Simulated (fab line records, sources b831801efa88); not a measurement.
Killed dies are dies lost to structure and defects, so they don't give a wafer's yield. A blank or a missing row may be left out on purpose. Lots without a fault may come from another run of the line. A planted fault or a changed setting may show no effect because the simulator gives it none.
Which tool did it? | flow gf180mcu | 15 lots, 45 wafers sampled, at 2 steps of a route of 602

WHAT THE GAUGES READ, wafer by wafer
GF_V5_BOW_MEAS_05.
lot  | measured     | on            | V5_BOW (um)
L856 | day 26 12:11 | film_metro-01 | 121 123 129
L859 | day 27 09:52 | film_metro-01 | 133 137 137
L861 | day 28 05:23 | film_metro-03 | 137 127 131
L862 | day 28 08:56 | film_metro-02 | 146 140 143
L863 | day 28 12:50 | film_metro-02 | 139 142 138
L864 | day 28 23:13 | film_metro-02 | 120 116 117
L866 | day 29 15:17 | film_metro-01 | 146 146 148
L867 | day 30 03:20 | film_metro-03 | 125 121 126
L868 | day 30 04:14 | film_metro-03 | 126 120 120
L869 | day 30 11:10 | film_metro-02 | 123 134 127
L871 | day 30 23:31 | film_metro-03 | 134 130 137
L870 | day 31 00:14 | film_metro-01 | 133 137 130
L875 | day 32 05:07 | film_metro-02 | 122 136 140
L876 | day 32 07:31 | film_metro-03 | 137 141 128
L879 | day 32 22:55 | film_metro-01 | 118 113 126

WHICH TOOL RAN EACH LOT (tool, then ch and the chambers of the sampled wafers, then the start)
lot  | GF_MIM_SPUTTER_09
L856 | pvd_sputter-04, day 24 15:10
L859 | pvd_sputter-04, day 25 14:13
L861 | pvd_sputter-02, day 26 10:40
L862 | pvd_sputter-04, day 26 15:11
L863 | pvd_sputter-04, day 26 19:02
L864 | pvd_sputter-01, day 27 05:46
L866 | pvd_sputter-02, day 27 22:43
L867 | pvd_sputter-04, day 28 10:22
L868 | pvd_sputter-01, day 28 12:09
L869 | pvd_sputter-04, day 28 19:46
L871 | pvd_sputter-02, day 29 08:48
L870 | pvd_sputter-01, day 29 09:06
L875 | pvd_sputter-01, day 30 11:59
L876 | pvd_sputter-04, day 30 17:56
L879 | pvd_sputter-01, day 31 12:11
- GF_MIM_SPUTTER_09: material TiN, target thk 35 nm, time 29.2 s.

WHAT THE TOOLS THEMSELVES READ (means of the sampled wafers that have a number; where no wafer has one, the mark that the record gives instead)
GF_MIM_SPUTTER_09.
lot  | tool           | cathode_dc_power_W (W) | chamber_pressure_pa (Pa) | throttle_valve_pct (%)
L856 | pvd_sputter-04 | 6501.1                 | 0.3996                   | 31.1
L859 | pvd_sputter-04 | 6501.5                 | 0.4002                   | 30.9
L861 | pvd_sputter-02 | 6501.6                 | 0.4003                   | 31.0
L862 | pvd_sputter-04 | 6501.0                 | 0.3999                   | 30.6
L863 | pvd_sputter-04 | 6500.9                 | 0.4004                   | 31.2
L864 | pvd_sputter-01 | 6499.5                 | 0.4003                   | 30.6
L866 | pvd_sputter-02 | 6501.0                 | 0.4008                   | 31.6
L867 | pvd_sputter-04 | 6499.9                 | 0.4007                   | 30.9
L868 | pvd_sputter-01 | 6500.2                 | 0.3998                   | 30.8
L869 | pvd_sputter-04 | 6500.3                 | 0.3998                   | 30.5
L871 | pvd_sputter-02 | 6500.1                 | 0.4004                   | 30.6
L870 | pvd_sputter-01 | 6500.2                 | 0.4001                   | 29.9
L875 | pvd_sputter-01 | 6501.2                 | 0.3996                   | 30.4
L876 | pvd_sputter-04 | 6499.8                 | 0.4007                   | 31.1
L879 | pvd_sputter-01 | 6498.1                 | 0.4004                   | 30.2

THE ANSWER, worked out from the rows above alone
Rule: what is usual is taken from the lots themselves. Put in order of their means at a reading, lots are off if they are a third of the lots or fewer, leave a main group of 4 or more, and stand apart from it by a gap of 3 or more times the standard deviation of the main group's means; of several such gaps the widest counts. A main group whose means are all the same, to the digits that the tables above print for the reading, isn't used. A lot without any number at a reading at which 4 lots or more have one is off too. The other lots that the step has rows for count as sound. The gauges are gone through in route order, then the tools' own readings, and for those a lot's mean is taken as printed above. The first step at which some lot is off is used, and at that step the reading that is off furthest; a lot without a number counts as furthest.
No lot is off at any reading shown: from this, nothing can be told.

WHAT THE SIMULATOR HAD PUT IN
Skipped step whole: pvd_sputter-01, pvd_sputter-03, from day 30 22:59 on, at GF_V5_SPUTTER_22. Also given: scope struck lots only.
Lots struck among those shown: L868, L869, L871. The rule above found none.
